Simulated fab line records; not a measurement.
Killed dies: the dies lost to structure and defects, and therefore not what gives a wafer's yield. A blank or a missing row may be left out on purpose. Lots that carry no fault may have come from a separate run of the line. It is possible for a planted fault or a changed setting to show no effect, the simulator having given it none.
Which tool is to blame? :: flow sky130 :: 7 lots, 21 wafers sampled, at 1 step of a route of 708

WHAT THE GAUGES SHOWED, per wafer
SKY_FIELD_ISO_THK_MEAS_02.
lot: L617
measured: day 1 16:38
on: film metro-01
FIELD_ISO_OXIDATION_00_THK (nm): 12.14 11.94 11.96

lot: L620
measured: day 2 07:38
on: film metro-02
FIELD_ISO_OXIDATION_00_THK (nm): 12.89 12.53 12.59

lot: L625
measured: day 3 08:38
on: film metro-02
FIELD_ISO_OXIDATION_00_THK (nm): 12.08 11.94 11.94

lot: L631
measured: day 4 15:19
on: film metro-01
FIELD_ISO_OXIDATION_00_THK (nm): 12.35 12.22 11.99

lot: L634
measured: day 5 08:02
on: film metro-01
FIELD_ISO_OXIDATION_00_THK (nm): 11.67 11.60 11.66

lot: L636
measured: day 5 15:38
on: film metro-01
FIELD_ISO_OXIDATION_00_THK (nm): 11.80 11.80 11.97

lot: L639
measured: day 6 07:39
on: film metro-03
FIELD_ISO_OXIDATION_00_THK (nm): 11.80 11.75 11.87

TOOL THAT RAN EACH LOT (tool first, then ch and the chambers of the sampled wafers, then the start)
Record: no process step prior to these readings.

THE ANSWER, worked out from the rows above alone
Rule: usual is defined by the lots themselves. The widest of any qualifying gaps counts: lots, ordered by their means at a reading, are off when they make up no more than a third of the lots, leave a main group of 4 or more, and stand apart from it by 3 or more times the standard deviation of that group's means. A main group is skipped when, at the precision printed for the reading in the tables above, its means are all equal. A lot without any number at a reading at which 4 lots or more have one is off too. Any other lot the step has rows for is counted as sound.
None of the lots is off at any reading shown; this tells nothing.

WHAT WAS PUT IN BY THE SIMULATOR
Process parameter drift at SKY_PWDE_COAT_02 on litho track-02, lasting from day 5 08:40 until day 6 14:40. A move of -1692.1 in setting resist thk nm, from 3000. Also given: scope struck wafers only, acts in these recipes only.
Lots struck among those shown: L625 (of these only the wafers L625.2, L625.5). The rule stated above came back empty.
